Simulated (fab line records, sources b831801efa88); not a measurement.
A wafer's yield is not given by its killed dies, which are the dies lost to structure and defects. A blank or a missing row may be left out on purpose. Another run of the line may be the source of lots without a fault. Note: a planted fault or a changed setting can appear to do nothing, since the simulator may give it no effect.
fab line records	flow sfqLine
[record] lots = 7	wafers = 19	lastDay = 82
route steps=325 shown I0@47 M1@58
lots that met no fault: taken from a fault-free run of the same line
startH: hours from the record's first day to the start of the lot's first wafer shown	waitH: hours elapsed since this lot's preceding step	" identical to the entry in the row above	L1.1+2: several wafers, shown together as one row	- no value, or no start given	* or withheld: withheld	< > ~ a bound
route shown NAME@n: NAME is a module with steps in the file, n the number in the route of the first one	usual: average and standard deviation across the fault-free wafers	same: alike in all rows	chamber/n: place in a boat	sites: per-site readings	_std_site: standard deviation across them	_edge_site: outer sites' mean less inner sites'	radiusMm: for every site, how far away it sits from the centre of the wafer	mask NAME#n: copy n	behind: the tool/chamber that last shaped the wafer	hold: the reason the lot was held/the length of the hold in hours/how it ended	device: which transistor (n, p or np) failed to switch	end of line: tests run on the same wafers once the route is complete	where a step has no rows: the recipe by itself	killed: count of dies lost to structure and defects at first sort (not the wafer's yield)	map: shows each die of a wafer: x if killed, . if not, _ if none is there
set.NAME: setting as actually run; set.NAME@STEP: the setting as run at that earlier step	model.NAME: the simulator's own value behind a step, which no gauge read
certain route steps with their lots: each step a table, each wafer a row
services: the hour from which a tool's chamber was out of use, counted from the record's first day as startH (under 0 if before that day), plus the number of hours and why
[[steps]]
[step SFQ_TRILAYER_I0_VIA_LITHO_COAT_036]
[recipe] resist = BARC	spinRpm = 3000	resistThkNm = 62
[step SFQ_TRILAYER_I0_VIA_LITHO_COAT_031]
[recipe] resist = KrF	spinRpm = 3000	resistThkNm = 650
[step SFQ_TRILAYER_I0_VIA_LITHO_SOFTBAKE_035]
[recipe] tempC = withheld	timeS = withheld	resist = KrF
[step SFQ_TRILAYER_I0_VIA_LITHO_EXPOSE_032]
[recipe] maskId = I0	na = 0.6	sourceShape = conventional	sigmaOuter = 0.65	targetCdNm = 500	doseMj = 21.3
[step SFQ_TRILAYER_I0_VIA_LITHO_PEB_034]
[recipe] pebTempC = 115	pebTimeS = 60	resist = KrF
[step SFQ_TRILAYER_I0_VIA_LITHO_DEVELOP_033]
[recipe] timeS = 60	resist = KrF
[step SFQ_I0_OVL_MEAS_908]
[usual] I0_OVL = -1/4.4
lot.wafer	tool	chamber	startH	waitH	I0_OVL[nm]
L168.2	overlay-02	-	392.18	0.1	0
L168.3	"	-	"	"	-5
L168.4	"	-	"	"	6
L170.1	overlay-01	-	413.77	0.1	-3
L170.2	"	-	"	"	-5
L170.4	"	-	"	"	-9
L178.2	overlay-01	-	488.54	0.1	2
L178.4	"	-	"	"	1
L179.2	overlay-01	-	499.34	0.1	-8
L179.4	"	-	"	"	-5
L180.3	overlay-02	-	506.54	0.1	-5
L180.4	"	-	"	"	-2
L180.6	"	-	"	"	-5
L188.1	overlay-01	-	611.86	0.1	-6
L188.2	"	-	"	"	-4
L188.6	"	-	"	"	-3
L189.1	overlay-02	-	617.86	0.1	-4
L189.3	"	-	"	"	-7
L189.5	"	-	"	"	-3
[step SFQ_TRILAYER_I0_VIA_BARC_OPEN_VIA_ETCH_046]
[recipe] maskMaterial = PR	chemistry = O2	targetDepthNm = 125	target = BARC	sourceW = 500	biasW = 80	pressureMtorr = 30	timeS = 41.7
[usual] drypumpMotorCurrentA = 5.6/0.45	oesProductAu = 0.686/0.0046
lot.wafer	tool	chamber	startH	waitH	drypumpMotorCurrentA	oesProductAu	rfHoursCounterH
L168.2	rieDiel-03	3	392.21	0.0	5.2	0.682	88
L168.3	"	1	"	"	6.7	0.693	101
L168.4	"	0	"	"	5.3	0.681	1
L170.1	rieDiel-03	1	413.81	0.0	6.7	0.685	102
L170.2	"	0	"	"	5.3	0.685	1
L170.4	"	3	"	"	5.2	0.687	88
L178.2	rieDiel-03	3	488.57	0.0	5.2	0.683	90
L178.4	"	0	"	"	5.3	0.685	2
L179.2	rieDiel-04	0	499.37	0.0	5.1	0.690	48
L179.4	"	2	"	"	6.0	0.686	34
L180.3	rieDiel-03	3	506.57	0.0	5.2	0.685	90
L180.4	"	0	"	"	5.3	0.680	3
L180.6	"	0	"	"	5.3	0.688	-
L188.1	rieDiel-04	2	611.89	0.0	6.1	0.690	35
L188.2	"	3	"	"	5.6	0.695	2
L188.6	"	3	"	"	5.6	0.689	-
L189.1	rieDiel-02	0	617.89	0.0	5.7	0.681	5
L189.3	"	2	"	"	5.0	0.686	63
L189.5	"	0	"	"	5.7	0.692	-
[step SFQ_TRILAYER_I0_VIA_ETCH_VIA_ETCH_034]
[recipe] target = SiO2	stopOn = Nb	maskMaterial = PR	taperDeg = 20	chemistry = CHF3	targetDepthNm = 260	sourceW = 500	biasW = 80	pressureMtorr = 30	timeS = withheld
[usual] drypumpMotorCurrentA = 5.6/0.45	oesProductAu = 0.854/0.0047
lot.wafer	tool	chamber	startH	waitH	drypumpMotorCurrentA	oesProductAu
L168.2	rieDiel-03	3	392.25	0.0	5.3	0.850
L168.3	"	1	"	"	6.8	0.857
L168.4	"	0	"	"	5.3	0.853
L170.1	rieDiel-03	1	413.85	0.0	6.7	0.855
L170.2	"	0	"	"	5.3	0.852
L170.4	"	3	"	"	5.3	0.846
L178.2	rieDiel-03	3	488.61	0.0	5.2	0.850
L178.4	"	0	"	"	5.3	0.851
L179.2	rieDiel-04	0	499.41	0.0	5.1	0.857
L179.4	"	2	"	"	6.1	0.862
L180.3	rieDiel-03	3	506.61	0.0	5.2	0.852
L180.4	"	0	"	"	5.3	0.849
L180.6	"	0	"	"	5.3	0.855
L188.1	rieDiel-04	2	611.93	0.0	6.1	0.852
L188.2	"	3	"	"	5.6	0.854
L188.6	"	3	"	"	5.6	0.852
L189.1	rieDiel-02	0	617.93	0.0	5.7	0.857
L189.3	"	2	"	"	5.1	0.853
L189.5	"	0	"	"	5.7	0.858
[step SFQ_TRILAYER_I0_VIA_STRIP_STRIP_035]
[recipe] gas = O2	powerW = 200	platenTempC = 40	overashFraction = 0.65	chemistry = O2	pressureMtorr = 50
[usual] drypumpMotorCurrentA = 5.6/0.37	oesProductAu = 0.995/0.013	platenTempC = 39.99/0.12
lot.wafer	tool	chamber	startH	waitH	drypumpMotorCurrentA	oesProductAu	platenTempC	rfHoursCounterH
L168.2	rieMetal-01	0	392.36	-	5.4	1.005	39.93	113
L168.3	"	0	"	"	5.4	0.996	39.93	-
L168.4	"	1	"	"	6.1	1.014	39.98	-
L170.1	rieMetal-03	1	413.96	-	5.7	0.993	40.05	17
L170.2	"	1	"	"	5.7	0.991	39.93	-
L170.4	"	1	"	"	5.7	0.999	40.10	-
L178.2	rieMetal-01	1	488.72	-	6.1	1.001	40.02	22
L178.4	"	1	"	"	6.1	1.011	40.20	-
L179.2	rieMetal-03	1	499.52	-	5.7	0.998	39.78	30
L179.4	"	0	"	"	5.0	1.007	40.18	-
L180.3	rieMetal-01	0	506.92	-	5.4	0.985	39.99	-
L180.4	"	1	"	"	6.0	1.004	40.00	-
L180.6	"	1	"	"	6.0	0.989	40.06	-
L188.1	rieMetal-01	0	612.04	-	5.3	0.975	40.06	1
L188.2	"	1	"	"	6.0	0.992	40.05	42
L188.6	"	1	"	"	6.0	0.993	40.16	-
L189.1	rieMetal-04	1	618.04	-	5.2	1.017	39.90	78
L189.3	"	1	"	"	5.2	1.018	39.94	-
L189.5	"	0	"	"	5.5	0.986	40.21	-
[step SFQ_TRILAYER_I0_VIA_STRIP_SOLV_CLEAN_036]
[recipe] chemistry = NMP	tempC = 70	timeS = 600
[step SFQ_TRILAYER_M1_DEP_PRE_CLEAN_038]
[recipe] gas = Ar	timeS = 22.5	biasV = 250
[step SFQ_TRILAYER_M1_DEP_SPUTTER_037]
[recipe] material = Nb	basePressurePa = 1.33e-06	chamberPressurePa = 0.1333	substrateTempC = 20	resputterCathodeVoltageV = 400	targetThkNm = 200	powerW = 2000	timeS = 133.3
[usual] throttleValvePct = 29.8/1.6
lot.wafer	tool	chamber	startH	waitH	throttleValvePct	model.Nb_of_TRILAYER_M1_DEP_SPUTTER_037.thkNm
L168.2	pvdSputter-05	-	393.16	0.0	31.8	202.5
L168.3	"	-	"	"	28.3	198.9
L168.4	"	-	"	"	30.7	201.3
L170.1	pvdSputter-04	-	415.38	0.0	31.3	199
L170.2	"	-	"	"	27.2	201.4
L170.4	"	-	"	"	30.9	196.9
L178.2	pvdSputter-04	-	489.52	0.0	31.0	225.4
L178.4	"	-	"	"	28.1	198.5
L179.2	pvdSputter-04	-	500.32	0.0	27.3	227.4
L179.4	"	-	"	"	31.0	197
L180.3	pvdSputter-04	-	507.52	0.0	28.3	226
L180.4	"	-	"	"	30.9	199
L180.6	"	-	"	"	30.7	199.1
L188.1	pvdSputter-03	-	612.86	0.0	28.6	197.8
L188.2	"	-	"	"	28.3	202.1
L188.6	"	-	"	"	28.8	196.6
L189.1	pvdSputter-04	-	618.85	0.0	27.5	199.9
L189.3	"	-	"	"	31.3	194.6
L189.5	"	-	"	"	30.8	196.9
[step SFQ_M1_RS_MEAS_909]
[recipe] thkMeasGauge = four-point-probe	reads = Nb_of_TRILAYER_M1_DEP_SPUTTER_037
[usual] M1_NB_RS = 0.894/0.012
lot.wafer	tool	chamber	startH	waitH	M1_NB_RS[ohm/sq]
L168.2	filmMetro-02	-	393.27	0.1	0.880
L168.3	"	-	"	"	0.896
L168.4	"	-	"	"	0.884
L170.1	filmMetro-04	-	415.47	0.0	0.893
L170.2	"	-	"	"	0.882
L170.4	"	-	"	"	0.901
L178.2	filmMetro-02	-	489.63	0.1	0.791
L178.4	"	-	"	"	0.897
L179.2	filmMetro-02	-	500.43	0.1	0.781
L179.4	"	-	"	"	0.902
L180.3	filmMetro-03	-	507.65	0.1	0.788
L180.4	"	-	"	"	0.897
L180.6	"	-	"	"	0.892
L188.1	filmMetro-02	-	612.95	0.0	0.899
L188.2	"	-	"	"	0.880
L188.6	"	-	"	"	0.906
L189.1	filmMetro-04	-	618.94	0.0	0.891
L189.3	"	-	"	"	0.912
L189.5	"	-	"	"	0.902
[step SFQ_TRILAYER_M1_LITHO_COAT_044]
[recipe] resist = BARC	spinRpm = 3000	resistThkNm = 62
[step SFQ_TRILAYER_M1_LITHO_COAT_039]
[recipe] resist = KrF	spinRpm = 3000	resistThkNm = 600
[step SFQ_TRILAYER_M1_LITHO_SOFTBAKE_043]
[recipe] tempC = withheld	timeS = withheld	resist = KrF
[step SFQ_TRILAYER_M1_LITHO_EXPOSE_040]
[recipe] maskId = M1	na = 0.6	sourceShape = conventional	sigmaOuter = 0.65	targetCdNm = 500	doseMj = 14.4
[step SFQ_TRILAYER_M1_LITHO_PEB_042]
[recipe] pebTempC = 115	pebTimeS = 60	resist = KrF
[step SFQ_TRILAYER_M1_LITHO_DEVELOP_041]
[recipe] timeS = 60	resist = KrF
[step SFQ_M1_OVL_MEAS_911]
[usual] M1_OVL = 3/5.5
lot.wafer	tool	chamber	startH	waitH	M1_OVL[nm]
L168.2	overlay-01	-	543.86	0.1	11
L168.3	"	-	"	"	8
L168.4	"	-	"	"	12
L170.1	overlay-02	-	572.13	0.1	2
L170.2	"	-	"	"	4
L170.4	"	-	"	"	4
L178.2	overlay-01	-	646.79	0.1	-5
L178.4	"	-	"	"	-2
L179.2	overlay-02	-	653.99	0.1	6
L179.4	"	-	"	"	4
L180.3	overlay-01	-	662.39	0.1	6
L180.4	"	-	"	"	5
L180.6	"	-	"	"	3
L188.1	overlay-02	-	769.55	0.1	14
L188.2	"	-	"	"	11
L188.6	"	-	"	"	10
L189.1	overlay-02	-	774.35	0.1	0
L189.3	"	-	"	"	-2
L189.5	"	-	"	"	5
[step SFQ_TRILAYER_M1_BARC_OPEN_METAL_ETCH_054]
[recipe] maskMaterial = PR	chemistry = O2	targetDepthNm = 125	target = BARC	icpW = 600	biasW = 80	pressureMtorr = 10	timeS = 41.7
[usual] drypumpMotorCurrentA = 5.5/0.3	oesProductAu = 0.686/0.0045
lot.wafer	tool	chamber	startH	waitH	drypumpMotorCurrentA	oesProductAu	rfHoursCounterH
L168.2	rieMetal-04	1	543.89	0.0	5.2	0.694	65
L168.3	"	1	"	"	5.2	0.686	-
L168.4	"	0	"	"	5.5	0.681	-
L170.1	rieMetal-03	0	572.17	0.0	5.0	0.689	50
L170.2	"	1	"	"	5.7	0.685	42
L170.4	"	0	"	"	5.0	0.686	-
L178.2	rieMetal-03	0	646.82	0.0	5.0	0.689	61
L178.4	"	1	"	"	5.7	0.688	-
L179.2	rieMetal-04	0	654.02	0.0	5.5	0.689	70
L179.4	"	0	"	"	5.5	0.679	-
L180.3	rieMetal-04	0	662.44	0.0	5.5	0.685	-
L180.4	"	1	"	"	5.2	0.680	-
L180.6	"	1	"	"	5.2	0.687	-
L188.1	rieMetal-02	0	769.59	0.0	5.6	0.683	91
L188.2	"	1	"	"	5.9	0.686	106
L188.6	"	1	"	"	5.9	0.687	-
L189.1	rieMetal-02	0	774.39	0.0	5.6	0.685	92
L189.3	"	1	"	"	5.9	0.683	-
L189.5	"	0	"	"	5.6	0.692	-
[step SFQ_TRILAYER_M1_ETCH_METAL_ETCH_042]
[recipe] target = Nb	stopOn = SiO2	maskMaterial = PR	chemistry = Cl2/Ar	targetDepthNm = 240	icpW = 600	biasW = 80	pressureMtorr = 10	timeS = 120
[usual] drypumpMotorCurrentA = 5.5/0.3	oesProductAu = 0.892/0.0078
lot.wafer	tool	chamber	startH	waitH	drypumpMotorCurrentA	oesProductAu	rfHoursCounterH
L168.2	rieMetal-04	1	543.95	0.0	5.2	0.899	65
L168.3	"	1	"	"	5.2	0.892	-
L168.4	"	0	"	"	5.5	0.896	-
L170.1	rieMetal-03	0	572.23	0.0	5.0	0.895	50
L170.2	"	1	"	"	5.7	0.898	42
L170.4	"	0	"	"	5.0	0.883	-
L178.2	rieMetal-03	0	646.88	0.0	5.0	0.966	61
L178.4	"	1	"	"	5.7	0.891	-
L179.2	rieMetal-04	0	654.08	0.0	5.5	0.960	70
L179.4	"	0	"	"	5.5	0.880	-
L180.3	rieMetal-04	0	662.52	0.1	5.5	0.958	-
L180.4	"	1	"	"	5.2	0.891	-
L180.6	"	1	"	"	5.2	0.891	-
L188.1	rieMetal-02	0	769.65	0.0	5.6	0.883	91
L188.2	"	1	"	"	5.9	0.902	106
L188.6	"	1	"	"	5.9	0.887	-
L189.1	rieMetal-02	0	774.45	0.0	5.6	0.885	92
L189.3	"	1	"	"	5.9	0.878	-
L189.5	"	0	"	"	5.6	0.888	-
[step SFQ_TRILAYER_M1_STRIP_STRIP_043]
[recipe] gas = O2	powerW = 200	platenTempC = 40	overashFraction = 0.65	chemistry = O2	pressureMtorr = 50
[usual] drypumpMotorCurrentA = 5.50/0.3	oesProductAu = 1.001/0.013	platenTempC = 39.98/0.11
lot.wafer	tool	chamber	startH	waitH	drypumpMotorCurrentA	oesProductAu	platenTempC	rfHoursCounterH
L168.2	rieMetal-04	1	544.08	0.1	5.18	1.017	39.86	66
L168.3	"	1	"	"	5.18	1.030	40.12	-
L168.4	"	0	"	"	5.49	0.999	39.94	-
L170.1	rieMetal-03	0	572.35	0.1	5.01	1.016	39.81	51
L170.2	"	1	"	"	5.69	0.980	39.96	42
L170.4	"	0	"	"	5.01	1.018	39.92	-
L178.2	rieMetal-03	0	647.00	0.1	4.99	1.013	40.02	61
L178.4	"	1	"	"	5.68	0.997	39.75	-
L179.2	rieMetal-04	0	654.20	0.1	5.49	1.002	39.92	70
L179.4	"	0	"	"	5.50	1.005	39.85	-
L180.3	rieMetal-04	0	662.80	0.2	5.52	0.996	39.88	-
L180.4	"	1	"	"	5.18	1.024	39.98	-
L180.6	"	1	"	"	5.18	1.022	40.09	-
L188.1	rieMetal-02	0	769.77	0.1	5.65	0.994	39.98	91
L188.2	"	1	"	"	5.88	0.976	39.92	106
L188.6	"	1	"	"	5.89	0.980	39.77	-
L189.1	rieMetal-02	0	774.57	0.1	5.61	0.991	40.13	92
L189.3	"	1	"	"	5.89	0.973	39.97	-
L189.5	"	0	"	"	5.64	0.995	40.00	-
[[services]]
tool	chamber	startH	hours	kind
rieDiel-04	1	391.77	4.7	repair
pvdSputter-04	-	408.09	4.3	repair
rieMetal-03	0	412.41	23.6	repair
rieDiel-02	1	443.55	7.6	repair
rieDiel-03	0	457.95	1.5	repair
rieMetal-04	-	480.13	0.2	repair
rieMetal-04	-	494.38	1.7	repair
pvdSputter-04	-	518.93	9.1	repair
rieDiel-04	-	521.05	1.1	repair
rieDiel-03	3	521.23	4.4	repair
rieMetal-02	-	526.85	2.8	pm
rieDiel-04	-	563.74	2.8	pm
rieMetal-01	-	572.97	0.3	repair
rieMetal-02	-	578.29	0.3	repair
rieMetal-01	-	619.49	1.4	pm
rieDiel-03	2	626.99	15.4	repair
rieDiel-04	-	641.39	5.3	repair
rieMetal-01	-	647.45	2.8	pm
rieDiel-03	1	657.28	6.0	repair
rieMetal-03	-	657.69	0.5	repair
rieMetal-03	1	665.90	9.0	repair
rieDiel-03	-	746.35	0.8	repair
rieDiel-03	1	747.17	5.4	repair
rieMetal-03	-	771.94	0.1	repair
[[key]]
[firstSign] step = SFQ_M1_RS_MEAS_909	reading = M1_NB_RS	direction = down	sigmas = 9.2	usual = 0.894	struck = 0.787
[effect] step = SFQ_TRILAYER_M1_ETCH_METAL_ETCH_042	reading = oesProductAu	direction = up	sigmas = 8.9	usual = 0.892	struck = 0.961
[modelEffect] step = SFQ_TRILAYER_M1_DEP_SPUTTER_037	value = Nb_of_TRILAYER_M1_DEP_SPUTTER_037.thkNm	without = 199	struck = 226.3
metAt SFQ_TRILAYER_M1_DEP_SPUTTER_037
struckWafers L178.2,L179.2,L180.3
onsetBetween 415.38 489.52
[fault] kind = processParameterDrift	tool = pvdSputter-04	chamber = -	onsetH = 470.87	steps = SFQ_TRILAYER_M1_DEP_SPUTTER_037	channel = timeS	offset = *	shape = step	endH = 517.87	scope = struckWafersOnly	actsIn = *	stated = *
